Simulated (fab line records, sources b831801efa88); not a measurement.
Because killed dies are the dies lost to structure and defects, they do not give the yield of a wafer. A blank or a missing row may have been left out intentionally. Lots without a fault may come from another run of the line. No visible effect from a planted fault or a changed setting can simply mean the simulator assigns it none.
fab line records + flow sky130
record:
- lots: 13
- wafers: 39
- last_day: 50
route steps=708 shown PWDE@84 VT_ADJUST_HVTP@95 VT_ADJUST_LVTN@115 VT_ADJUST_NCORE@128 PAD_OPEN@708
lots that met no fault: taken from a fault-free run of the same line
start_h: the number of hours between the record's first day and the start of the first shown wafer of the lot + wait_h: hours elapsed since this lot's preceding step + " identical to the entry in the row above + L1.1+2: a single row standing in for several wafers + - no value, or no start given + * or withheld: withheld + < > ~ a bound
route shown NAME@n: a module of which the file shows steps, and the number in the route of the first + usual: average and standard deviation across the fault-free wafers + same: alike in all rows + chamber/n: place in a boat + sites: the reading at each site + _std_site: their standard deviation + _edge_site: the outer-site mean with the inner-site mean subtracted + radius_mm: how far each site lies from the wafer's centre + mask NAME#n: copy n + behind: tool/chamber where the wafer was last shaped + hold: why the lot was held/for how many hours/how that ended + device: the n, p or np transistor that did not switch + end of line: the same wafers' tests at the end of the route + for a step that has no rows: nothing shown but its recipe + killed: the dies lost at the first sort to structure and to defects; this is not the yield of the wafer + map: a wafer's dies, x killed, . not, _ none there
set.NAME: the setting that was run; set.NAME@STEP: the one run at that earlier step + model.NAME: the simulator's own value behind a step, which no gauge read
steps of the route over a sample of lots; a table a step, a row a wafer
services: a tool's chamber out of use, with start hour (start_h, from the record's first day; less than 0 if before it), hours out, and reason
== steps ==
step: SKY_NWELL_RS_MEAS_31
recipe:
- thk_meas_gauge: four-point-probe
usual:
- PWDE_RS: 5285/20
| lot.wafer | tool          | chamber | start_h | wait_h | PWDE_RS[ohm/sq] |
|-----------|---------------|---------|---------|--------|-----------------|
| L425.2    | film_metro-02 | -       | 106.82  | 0.1    | 5268            |
| L425.4    | "             | -       | "       | "      | 5283            |
| L425.5    | "             | -       | "       | "      | 5284            |
| L427.2    | film_metro-02 | -       | 114.59  | 0.1    | 5288            |
| L427.4    | "             | -       | "       | "      | 5298            |
| L427.5    | "             | -       | "       | "      | 5299            |
| L428.2    | film_metro-02 | -       | 120.80  | 0.1    | 5279            |
| L428.3    | "             | -       | "       | "      | 5275            |
| L428.5    | "             | -       | "       | "      | 5288            |
| L431.1    | film_metro-04 | -       | 138.27  | 0.1    | 5246            |
| L431.2    | "             | -       | "       | "      | 5255            |
| L431.5    | "             | -       | "       | "      | 5244            |
| L432.1    | film_metro-04 | -       | 144.17  | 0.1    | 5280            |
| L432.2    | "             | -       | "       | "      | 5281            |
| L432.6    | "             | -       | "       | "      | 5282            |
| L433.1    | film_metro-04 | -       | 151.60  | 0.1    | 5300            |
| L433.4    | "             | -       | "       | "      | 5298            |
| L433.6    | "             | -       | "       | "      | 5317            |
| L434.4    | film_metro-03 | -       | 162.60  | 0.1    | 5283            |
| L434.5    | "             | -       | "       | "      | 5296            |
| L434.6    | "             | -       | "       | "      | 5295            |
| L435.2    | film_metro-03 | -       | 173.94  | 0.1    | 5238            |
| L435.5    | "             | -       | "       | "      | 5267            |
| L435.6    | "             | -       | "       | "      | 5249            |
| L438.2    | film_metro-02 | -       | 187.14  | 0.1    | 5266            |
| L438.4    | "             | -       | "       | "      | 5248            |
| L438.5    | "             | -       | "       | "      | 5249            |
| L443.3    | film_metro-03 | -       | 219.48  | 0.1    | 5300            |
| L443.4    | "             | -       | "       | "      | 5270            |
| L443.5    | "             | -       | "       | "      | 5273            |
| L445.1    | film_metro-03 | -       | 222.97  | 0.1    | 5298            |
| L445.5    | "             | -       | "       | "      | 5303            |
| L445.6    | "             | -       | "       | "      | 5307            |
| L446.3    | film_metro-04 | -       | 231.61  | 0.1    | 5265            |
| L446.4    | "             | -       | "       | "      | 5260            |
| L446.5    | "             | -       | "       | "      | 5264            |
| L448.1    | film_metro-02 | -       | 243.32  | 0.1    | 5268            |
| L448.3    | "             | -       | "       | "      | 5288            |
| L448.5    | "             | -       | "       | "      | 5284            |
step: SKY_VT_ADJUST_HVTP_STRIP_10
recipe:
- chemistry: O2/N2
- power_w: 1400
- pressure_mtorr: 1500
- platen_temp_c: withheld
- o2_flow_sccm: 3000
- n2_flow_sccm: 300
- overash_fraction: 0.5
usual:
- drypump_motor_current_A: 5.8/0.56
- o2_flow_sccm: 3000/8.5
- oes_product_au: 0.715/0.004
- strip_time_to_endpoint_s: 14.17/0.04
| lot.wafer | tool            | chamber | start_h | wait_h | drypump_motor_current_A | o2_flow_sccm | oes_product_au | rf_hours_counter_h | strip_time_to_endpoint_s |
|-----------|-----------------|---------|---------|--------|-------------------------|--------------|----------------|--------------------|--------------------------|
| L425.2    | plasma_asher-02 | 1       | 124.60  | 0.1    | 5.4                     | 3016         | 0.718          | 44                 | 14.11                    |
| L425.4    | "               | 0       | "       | "      | 6.3                     | 3011         | 0.705          | -                  | 14.16                    |
| L425.5    | "               | 1       | "       | "      | 5.4                     | 3004         | 0.716          | -                  | 14.13                    |
| L427.2    | plasma_asher-02 | 1       | 132.44  | 0.1    | 5.5                     | 2998         | 0.724          | 45                 | 14.13                    |
| L427.4    | "               | 1       | "       | "      | 5.4                     | 3004         | 0.723          | -                  | 14.15                    |
| L427.5    | "               | 0       | "       | "      | 6.3                     | 2995         | 0.714          | -                  | 14.17                    |
| L428.2    | plasma_asher-02 | 0       | 139.57  | 0.1    | 6.3                     | 2987         | 0.713          | 45                 | 14.13                    |
| L428.3    | "               | 0       | "       | "      | 6.3                     | 2994         | 0.716          | -                  | 14.12                    |
| L428.5    | "               | 0       | "       | "      | 6.3                     | 2987         | 0.710          | -                  | 14.21                    |
| L431.1    | plasma_asher-02 | 0       | 157.55  | 0.1    | 6.3                     | 3002         | 0.720          | 47                 | 14.18                    |
| L431.2    | "               | 1       | "       | "      | 5.4                     | 3008         | 0.715          | 47                 | 14.17                    |
| L431.5    | "               | 1       | "       | "      | 5.4                     | 3015         | 0.712          | -                  | 14.16                    |
| L432.1    | plasma_asher-01 | 1       | 164.70  | 0.1    | 5.0                     | 3012         | 0.717          | 49                 | 14.17                    |
| L432.2    | "               | 0       | "       | "      | 6.4                     | 3004         | 0.717          | 49                 | 14.18                    |
| L432.6    | "               | 1       | "       | "      | 5.0                     | 3008         | 0.718          | -                  | 14.16                    |
| L433.1    | plasma_asher-01 | 1       | 171.90  | 0.1    | 5.0                     | 3000         | 0.717          | 50                 | 14.15                    |
| L433.4    | "               | 1       | "       | "      | 5.0                     | 3020         | 0.717          | -                  | 14.16                    |
| L433.6    | "               | 0       | "       | "      | 6.4                     | 3005         | 0.706          | -                  | 14.20                    |
| L434.4    | plasma_asher-02 | 1       | 182.95  | 0.1    | 5.4                     | 2997         | 0.714          | -                  | 14.15                    |
| L434.5    | "               | 1       | "       | "      | 5.4                     | 2990         | 0.722          | -                  | 14.12                    |
| L434.6    | "               | 0       | "       | "      | 6.3                     | 2998         | 0.714          | -                  | 14.16                    |
| L435.2    | plasma_asher-04 | 0       | 196.04  | 0.1    | 5.9                     | 2998         | 0.715          | 39                 | 14.17                    |
| L435.5    | "               | 0       | "       | "      | 5.9                     | 3014         | 0.717          | -                  | 14.23                    |
| L435.6    | "               | 1       | "       | "      | 4.9                     | 2989         | 0.711          | -                  | 14.21                    |
| L438.2    | plasma_asher-01 | 0       | 209.06  | 0.1    | 6.4                     | 2997         | 0.715          | 54                 | 14.19                    |
| L438.4    | "               | 1       | "       | "      | 5.0                     | 2995         | 0.710          | -                  | 14.20                    |
| L438.5    | "               | 1       | "       | "      | 5.0                     | 3002         | 0.717          | -                  | 14.21                    |
| L443.3    | plasma_asher-02 | 1       | 242.42  | 0.1    | 5.4                     | 2995         | 0.717          | -                  | 14.16                    |
| L443.4    | "               | 0       | "       | "      | 6.3                     | 3016         | 0.710          | -                  | 14.15                    |
| L443.5    | "               | 1       | "       | "      | 5.4                     | 2988         | 0.718          | -                  | 14.12                    |
| L445.1    | plasma_asher-01 | 1       | 246.56  | 0.1    | 5.0                     | 3011         | 0.719          | 56                 | 14.23                    |
| L445.5    | "               | 1       | "       | "      | 5.0                     | 3000         | 0.718          | -                  | 14.23                    |
| L445.6    | "               | 0       | "       | "      | 6.4                     | 3006         | 0.714          | -                  | 14.25                    |
| L446.3    | plasma_asher-01 | 1       | 255.38  | 0.1    | 5.0                     | 2988         | 0.715          | -                  | 14.09                    |
| L446.4    | "               | 0       | "       | "      | 6.4                     | 3000         | 0.722          | -                  | 14.10                    |
| L446.5    | "               | 1       | "       | "      | 5.0                     | 2995         | 0.724          | -                  | 14.13                    |
| L448.1    | plasma_asher-01 | 1       | 266.61  | 0.1    | 5.0                     | 2988         | 0.718          | 58                 | 14.22                    |
| L448.3    | "               | 0       | "       | "      | 6.4                     | 3000         | 0.721          | -                  | 14.21                    |
| L448.5    | "               | 0       | "       | "      | 6.4                     | 3008         | 0.714          | -                  | 14.18                    |
step: SKY_VT_ADJUST_LVTN_OVL_MEAS_18
usual:
- VT_ADJUST_LVTN_01_OVL: 0.3/1.1
| lot.wafer | tool       | chamber | start_h | wait_h | VT_ADJUST_LVTN_01_OVL[nm] |
|-----------|------------|---------|---------|--------|---------------------------|
| L425.2    | overlay-02 | -       | 163.44  | 0.1    | 1.2                       |
| L425.4    | "          | -       | "       | "      | -0.4                      |
| L425.5    | "          | -       | "       | "      | 0.8                       |
| L427.2    | overlay-01 | -       | 171.30  | 0.1    | 0.7                       |
| L427.4    | "          | -       | "       | "      | 0.7                       |
| L427.5    | "          | -       | "       | "      | 1.0                       |
| L428.2    | overlay-01 | -       | 180.35  | 0.1    | 0.6                       |
| L428.3    | "          | -       | "       | "      | 1.1                       |
| L428.5    | "          | -       | "       | "      | 0.3                       |
| L431.1    | overlay-02 | -       | 198.63  | 0.1    | 1.2                       |
| L431.2    | "          | -       | "       | "      | 4.0                       |
| L431.5    | "          | -       | "       | "      | 2.2                       |
| L432.1    | overlay-01 | -       | 206.88  | 0.1    | 0.2                       |
| L432.2    | "          | -       | "       | "      | -0.5                      |
| L432.6    | "          | -       | "       | "      | -0.3                      |
| L433.1    | overlay-01 | -       | 214.23  | 0.1    | -0.7                      |
| L433.4    | "          | -       | "       | "      | -1.5                      |
| L433.6    | "          | -       | "       | "      | -0.9                      |
| L434.4    | overlay-01 | -       | 226.70  | 0.1    | -0.2                      |
| L434.5    | "          | -       | "       | "      | -0.9                      |
| L434.6    | "          | -       | "       | "      | -1.6                      |
| L435.2    | overlay-02 | -       | 240.80  | 0.1    | 0.9                       |
| L435.5    | "          | -       | "       | "      | -0.2                      |
| L435.6    | "          | -       | "       | "      | 0.6                       |
| L438.2    | overlay-01 | -       | 255.35  | 0.1    | -0.2                      |
| L438.4    | "          | -       | "       | "      | 1.3                       |
| L438.5    | "          | -       | "       | "      | 0.3                       |
| L443.3    | overlay-02 | -       | 291.10  | 0.1    | -0.5                      |
| L443.4    | "          | -       | "       | "      | 0.6                       |
| L443.5    | "          | -       | "       | "      | -0.1                      |
| L445.1    | overlay-02 | -       | 295.14  | 0.1    | 1.1                       |
| L445.5    | "          | -       | "       | "      | 1.1                       |
| L445.6    | "          | -       | "       | "      | -0.1                      |
| L446.3    | overlay-02 | -       | 304.81  | 0.1    | -0.1                      |
| L446.4    | "          | -       | "       | "      | 0.4                       |
| L446.5    | "          | -       | "       | "      | 0.3                       |
| L448.1    | overlay-02 | -       | 318.08  | 0.1    | -1.9                      |
| L448.3    | "          | -       | "       | "      | -1.9                      |
| L448.5    | "          | -       | "       | "      | -1.4                      |
step: SKY_VT_ADJUST_NCORE_IMPLANT_09
recipe:
- species: B
- energy_kev: 10
- dose_cm2: 2.4e+12
- tilt_deg: withheld
usual:
- beam_energy_keV: 9.9997/0.0028
- beam_on_s: 9.99/0.22
| lot.wafer | tool         | chamber | start_h | wait_h | beam_energy_keV | beam_on_s |
|-----------|--------------|---------|---------|--------|-----------------|-----------|
| L425.2    | implanter-03 | 0       | 184.41  | 0.0    | 9.9918          | 9.94      |
| L425.4    | "            | 0       | "       | "      | 9.9986          | 9.75      |
| L425.5    | "            | 0       | "       | "      | 10.000          | 9.88      |
| L427.2    | implanter-03 | 0       | 192.10  | 0.0    | 9.9967          | 9.78      |
| L427.4    | "            | 0       | "       | "      | 9.9975          | 9.82      |
| L427.5    | "            | 0       | "       | "      | 9.9999          | 9.85      |
| L428.2    | implanter-02 | 0       | 202.24  | 0.0    | 9.9946          | 10.49     |
| L428.3    | "            | 0       | "       | "      | 9.9975          | 10.22     |
| L428.5    | "            | 0       | "       | "      | 9.9995          | 9.88      |
| L431.1    | implanter-04 | 0       | 220.65  | 0.0    | 9.9993          | 9.67      |
| L431.2    | "            | 0       | "       | "      | 10.001          | 10.02     |
| L431.5    | "            | 0       | "       | "      | 10.003          | 9.89      |
| L432.1    | implanter-04 | 0       | 229.90  | 0.0    | 9.9989          | 9.89      |
| L432.2    | "            | 0       | "       | "      | 9.9998          | 10.36     |
| L432.6    | "            | 0       | "       | "      | 10.002          | 9.98      |
| L433.1    | implanter-02 | 0       | 237.89  | 0.0    | 10.001          | 10.11     |
| L433.4    | "            | 0       | "       | "      | 10.000          | 9.80      |
| L433.6    | "            | 0       | "       | "      | 10.001          | 9.77      |
| L434.4    | implanter-02 | 0       | 250.66  | 0.1    | 9.9967          | 9.84      |
| L434.5    | "            | 0       | "       | "      | 9.9960          | 9.97      |
| L434.6    | "            | 0       | "       | "      | 9.9975          | 9.99      |
| L435.2    | implanter-02 | 0       | 264.41  | 0.0    | 9.7493          | 10.06     |
| L435.5    | "            | 0       | "       | "      | 9.7489          | 10.32     |
| L435.6    | "            | 0       | "       | "      | 9.7479          | 10.25     |
| L438.2    | implanter-02 | 0       | 279.46  | 0.0    | 9.7495          | 9.83      |
| L438.4    | "            | 0       | "       | "      | 9.7489          | 9.93      |
| L438.5    | "            | 0       | "       | "      | 9.7482          | 9.95      |
| L443.3    | implanter-03 | 0       | 317.40  | 0.1    | 10.005          | 9.84      |
| L443.4    | "            | 0       | "       | "      | 10.004          | 10.33     |
| L443.5    | "            | 0       | "       | "      | 10.000          | 10.15     |
| L445.1    | implanter-03 | 0       | 321.65  | 0.0    | 9.9993          | 10.00     |
| L445.5    | "            | 0       | "       | "      | 10.000          | 10.27     |
| L445.6    | "            | 0       | "       | "      | 9.9975          | 10.17     |
| L446.3    | implanter-03 | 0       | 330.86  | 0.1    | 9.9976          | 10.44     |
| L446.4    | "            | 0       | "       | "      | 9.9991          | 10.18     |
| L446.5    | "            | 0       | "       | "      | 9.9991          | 10.06     |
| L448.1    | implanter-03 | 0       | 345.06  | 0.0    | 9.9981          | 9.65      |
| L448.3    | "            | 0       | "       | "      | 9.9995          | 10.22     |
| L448.5    | "            | 0       | "       | "      | 9.9964          | 9.92      |
step: SKY_PAD_OPEN_PROBE_99
usual:
- killed_at_M0_to_M3: 44/6.9
- killed_at_M4_up: 3.3/1.7
- killed_at_contacts: 24/4.7
- killed_at_front_end: 15/4.5
- killed_at_other: 0.2/0.49
- killed_dies: 86/8.4
- killed_open: 47/6.5
- killed_short: 39/6
same:
- gross_dies: 492
- killed_at_back_side: 0
| lot.wafer | tool      | chamber | start_h | wait_h | killed_at_M0_to_M3 | killed_at_M4_up | killed_at_contacts | killed_at_front_end | killed_at_other | killed_dies | killed_open | killed_short |
|-----------|-----------|---------|---------|--------|--------------------|-----------------|--------------------|---------------------|-----------------|-------------|-------------|--------------|
| L425.2    | prober-01 | -       | 1072.81 | 0.1    | 39                 | 3               | 29                 | 15                  | 0               | 86          | 41          | 45           |
| L425.4    | prober-01 | -       | 1072.91 | 0.2    | 40                 | 4               | 25                 | 22                  | 0               | 91          | 54          | 37           |
| L425.5    | prober-01 | -       | 1072.96 | 0.2    | 46                 | 4               | 26                 | 16                  | 2               | 94          | 50          | 44           |
| L428.2    | prober-02 | -       | 1090.85 | 0.1    | 41                 | 4               | 24                 | 13                  | 0               | 82          | 44          | 38           |
| L428.3    | prober-02 | -       | 1090.90 | 0.2    | 53                 | 3               | 23                 | 18                  | 1               | 98          | 54          | 44           |
| L428.5    | prober-02 | -       | 1091.00 | 0.2    | 42                 | 5               | 20                 | 15                  | 0               | 82          | 45          | 37           |
| L433.1    | prober-02 | -       | 1129.96 | 0.1    | 50                 | 5               | 18                 | 12                  | 0               | 85          | 38          | 47           |
| L433.4    | prober-02 | -       | 1130.11 | 0.2    | 44                 | 3               | 24                 | 15                  | 0               | 86          | 47          | 39           |
| L433.6    | prober-02 | -       | 1130.21 | 0.2    | 34                 | 3               | 20                 | 19                  | 0               | 76          | 45          | 31           |
| L435.2    | prober-02 | -       | 1146.87 | 0.1    | 45                 | 3               | 22                 | 9                   | 0               | 79          | 45          | 34           |
| L435.5    | prober-02 | -       | 1147.02 | 0.2    | 40                 | 3               | 29                 | 10                  | 0               | 82          | 46          | 36           |
| L435.6    | prober-02 | -       | 1147.07 | 0.2    | 30                 | 1               | 29                 | 17                  | 1               | 78          | 52          | 26           |
| L438.2    | prober-02 | -       | 1162.72 | 0.1    | 48                 | 0               | 18                 | 18                  | 0               | 84          | 47          | 37           |
| L438.4    | prober-02 | -       | 1162.82 | 0.2    | 33                 | 6               | 28                 | 14                  | 0               | 81          | 35          | 46           |
| L438.5    | prober-02 | -       | 1162.87 | 0.2    | 43                 | 7               | 28                 | 13                  | 0               | 91          | 43          | 48           |
| L445.1    | prober-02 | -       | 1188.34 | 0.1    | 53                 | 2               | 28                 | 13                  | 0               | 96          | 50          | 46           |
| L445.5    | prober-02 | -       | 1188.54 | 0.2    | 36                 | 1               | 25                 | 18                  | 0               | 80          | 44          | 36           |
| L445.6    | prober-02 | -       | 1188.59 | 0.2    | 44                 | 6               | 19                 | 9                   | 0               | 78          | 37          | 41           |
killed by level:class
L425.2 CONTACT:geometric_particle:open=15 METAL1:geometric_particle:short=9 VIA1:geometric_particle:open=7 METAL2:geometric_particle:short=6 FIELD_ISO:geometric_particle:short=5 SPACER:geometric_particle:short=4 LI_CONTACT:geometric_particle:short=4 LI_CONTACT:geometric_particle:open=4
L425.4 VIA3:geometric_particle:open=9 CONTACT:geometric_particle:open=8 FIELD_ISO:geometric_particle:open=7 VIA1:geometric_particle:open=7 METAL2:geometric_particle:short=7 FIELD_ISO:geometric_particle:short=6 CONTACT:geometric_particle:short=6 POLY_GATE:geometric_particle:open=5
L425.5 VIA1:geometric_particle:short=12 CONTACT:geometric_particle:open=10 VIA1:geometric_particle:open=9 VIA2:geometric_particle:open=7 FIELD_ISO:geometric_particle:open=6 FIELD_ISO:geometric_particle:short=6 LI_CONTACT:geometric_particle:open=6 CONTACT:geometric_particle:short=5
L428.2 VIA1:geometric_particle:open=15 CONTACT:geometric_particle:open=7 LOCAL_INTERCONNECT:geometric_particle:short=5 METAL2:geometric_particle:short=5 FIELD_ISO:geometric_particle:open=4 FIELD_ISO:geometric_particle:short=4 CONTACT:geometric_particle:short=4 VIA3:geometric_particle:open=4
L428.3 VIA1:geometric_particle:open=13 CONTACT:geometric_particle:open=10 VIA2:geometric_particle:open=10 VIA3:geometric_particle:open=7 METAL2:geometric_particle:short=7 CONTACT:geometric_particle:short=6 POLY_GATE:geometric_particle:short=5 SPACER:geometric_particle:short=5
L428.5 CONTACT:geometric_particle:open=12 VIA2:geometric_particle:open=8 VIA1:geometric_particle:short=7 VIA1:geometric_particle:open=6 POLY_GATE:geometric_particle:short=5 METAL2:geometric_particle:short=5 FIELD_ISO:geometric_particle:open=4 METAL1:geometric_particle:short=4
L433.1 VIA1:geometric_particle:open=12 METAL1:geometric_particle:short=11 CONTACT:geometric_particle:open=9 FIELD_ISO:geometric_particle:short=6 METAL2:geometric_particle:short=6 VIA2:geometric_particle:short=5 LI_CONTACT:geometric_particle:short=4 VIA2:geometric_particle:open=4
L433.4 VIA1:geometric_particle:open=13 CONTACT:geometric_particle:open=11 METAL1:geometric_particle:short=8 VIA2:geometric_particle:short=5 VIA2:geometric_particle:open=5 FIELD_ISO:geometric_particle:open=4 LI_CONTACT:geometric_particle:open=4 CONTACT:geometric_particle:short=4
L433.6 VIA1:geometric_particle:open=14 CONTACT:geometric_particle:open=10 FIELD_ISO:geometric_particle:short=5 POLY_GATE:geometric_particle:open=5 POLY_GATE:geometric_particle:short=5 METAL1:geometric_particle:short=5 LI_CONTACT:geometric_particle:open=4 VIA2:geometric_particle:open=4
L435.2 VIA2:geometric_particle:open=9 LI_CONTACT:geometric_particle:open=8 VIA1:geometric_particle:open=7 CONTACT:geometric_particle:open=7 VIA3:geometric_particle:open=7 METAL1:geometric_particle:short=5 VIA3:geometric_particle:short=5 VIA1:geometric_particle:short=4
L435.5 CONTACT:geometric_particle:open=10 LI_CONTACT:geometric_particle:open=8 VIA1:geometric_particle:open=8 VIA3:geometric_particle:open=8 VIA2:geometric_particle:open=5 LOCAL_INTERCONNECT:geometric_particle:short=5 METAL2:geometric_particle:short=5 VIA2:geometric_particle:short=5
L435.6 LI_CONTACT:geometric_particle:open=12 CONTACT:geometric_particle:open=10 VIA1:geometric_particle:open=7 POLY_GATE:geometric_particle:short=6 VIA2:geometric_particle:open=6 FIELD_ISO:geometric_particle:open=5 VIA3:geometric_particle:open=5 POLY_GATE:geometric_particle:open=3
L438.2 VIA1:geometric_particle:open=12 VIA3:geometric_particle:open=8 FIELD_ISO:geometric_particle:short=7 CONTACT:geometric_particle:open=7 VIA2:geometric_particle:short=5 VIA2:geometric_particle:open=5 LOCAL_INTERCONNECT:geometric_particle:short=4 METAL3:geometric_particle:short=4
L438.4 METAL1:geometric_particle:short=8 CONTACT:geometric_particle:open=7 LI_CONTACT:geometric_particle:short=6 LI_CONTACT:geometric_particle:open=6 VIA1:geometric_particle:open=5 VIA1:geometric_particle:short=5 METAL4:geometric_particle:short=5 CONTACT:geometric_particle:short=4
L438.5 CONTACT:geometric_particle:open=10 VIA1:geometric_particle:open=9 CONTACT:geometric_particle:short=7 VIA3:geometric_particle:open=7 VIA2:geometric_particle:open=7 METAL4:geometric_particle:short=7 LOCAL_INTERCONNECT:geometric_particle:short=6 METAL3:geometric_particle:short=5
L445.1 VIA1:geometric_particle:open=14 CONTACT:geometric_particle:open=9 VIA3:geometric_particle:open=8 CONTACT:geometric_particle:short=7 LI_CONTACT:geometric_particle:open=6 METAL2:geometric_particle:short=6 VIA1:geometric_particle:short=6 VIA3:geometric_particle:short=6
L445.5 CONTACT:geometric_particle:open=10 LI_CONTACT:geometric_particle:open=7 VIA1:geometric_particle:open=7 FIELD_ISO:geometric_particle:open=6 METAL1:geometric_particle:short=5 CONTACT:geometric_particle:short=4 VIA1:geometric_particle:short=4 METAL2:geometric_particle:short=4
L445.6 VIA2:geometric_particle:open=10 METAL1:geometric_particle:short=10 METAL2:geometric_particle:short=7 LOCAL_INTERCONNECT:geometric_particle:short=5 CONTACT:geometric_particle:open=5 LI_CONTACT:geometric_particle:open=4 CONTACT:geometric_particle:short=4 VIA1:geometric_particle:open=4
== services ==
| tool            | chamber | start_h | hours | kind   |
|-----------------|---------|---------|-------|--------|
| implanter-02    | -       | 163.65  | 2.7   | pm     |
| implanter-04    | -       | 187.33  | 6.3   | pm     |
| implanter-03    | -       | 207.63  | 40.9  | repair |
| plasma_asher-01 | -       | 228.18  | 14.6  | pm     |
| implanter-04    | -       | 243.52  | 4.8   | pm     |
| implanter-03    | -       | 248.52  | 6.2   | pm     |
| plasma_asher-02 | -       | 252.73  | 0.9   | repair |
| implanter-03    | -       | 269.65  | 3.3   | repair |
| plasma_asher-01 | -       | 271.71  | 2.8   | pm     |
| plasma_asher-04 | -       | 281.48  | 5.6   | repair |
| plasma_asher-01 | -       | 284.23  | 0.6   | repair |
| plasma_asher-01 | -       | 308.17  | 28.1  | pm     |
| implanter-02    | -       | 309.21  | 5.5   | pm     |
| implanter-04    | -       | 343.14  | 1.0   | repair |
== key ==
first_sign:
- step: SKY_VT_ADJUST_NCORE_IMPLANT_09
- reading: beam_energy_keV
- direction: down
- sigmas: 90
- usual: *
- struck: *
effect none on later readings
met_at SKY_VT_ADJUST_NCORE_IMPLANT_09
struck_lots L435,L438
tester_left_out L435,L438
not_acting_at SKY_NWELL_RS_MEAS_31,SKY_VT_ADJUST_HVTP_STRIP_10,SKY_VT_ADJUST_LVTN_OVL_MEAS_18
onset_between 250.66 264.41
fault:
- kind: process_parameter_drift
- tool: implanter-02
- chamber: -
- onset_h: 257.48
- steps: SKY_VT_ADJUST_NCORE_IMPLANT_09
- channel: energy_kev
- offset: *
- shape: step
- end_h: 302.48
- acts_in: *
- stated: *
tester_left_out: of these lots the tester's yield and bins aren't shown, on N5 and GAA mostly nor the transistor test; their killed dies are dies lost to structure and defects alone, not to doping, threshold or leakage, so they don't give the yield
